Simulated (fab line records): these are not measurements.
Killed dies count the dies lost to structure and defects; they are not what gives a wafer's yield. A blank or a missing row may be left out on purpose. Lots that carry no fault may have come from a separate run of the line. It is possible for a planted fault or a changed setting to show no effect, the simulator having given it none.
Chamber matching ; flow gf180mcu ; 4 sister chambers for GF_STI_ETCH_13 on rie-diel-02
The step etches the open film in CHF3/O2, stops on Si, target depth 282.31 nm, time 112.9 s. 8 wafers are shown with their chamber, then 8 later ones without.

## WAFERS WITH THEIR CHAMBER
wafer;chamber;drypump-motor-current-A (A);throttle-valve-pct (%)
L120.6;3;6.1;8.808
L121.2;3;6.1;8.826
L131.2;0;5.7;8.822
L131.6;2;6.0;8.807
L132.2;1;6.3;8.807
L132.5;0;5.7;8.831
L132.6;1;6.2;8.797
L137.1;2;6.0;8.806

## WAFERS WITH NO CHAMBER GIVEN
wafer;drypump-motor-current-A (A);throttle-valve-pct (%)
L137.4;5.8;8.823
L137.5;6.1;8.799
L138.2;6.1;8.809
L138.3;5.8;8.796
L138.4;5.7;8.799
L142.1;6.1;8.827
L142.3;5.8;8.819
L142.4;5.9;8.813

## WHICH CHAMBER EACH ONE RAN IN
wafer;from the rows above;in truth
L137.4;0;0
L137.5;can't be placed: 3 or 2 or 1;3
L138.2;can't be placed: 3 or 2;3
L138.3;can't be placed: 0 or 2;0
L138.4;0;0
L142.1;3;3
L142.3;0;0
L142.4;2;2
Placed correctly: 5 of 8. Can't be placed from these rows: 3 (the true chamber is among the candidates in 3). Number placed wrongly: 0.
How it was worked out, from the rows above alone: a wafer's distance from a chamber is the root of the sum, over the readings, of the square of ((its reading less the chamber's mean) divided by the reading's scatter). The wafer belongs to the nearest chamber; if the next one is less than 2 further off, it can't be placed. A chamber's mean is the mean of its shown wafers. The scatter: take each reading less its chamber's mean, square it, sum over the shown wafers, divide by the number of wafers less the number of chambers, and take the root.
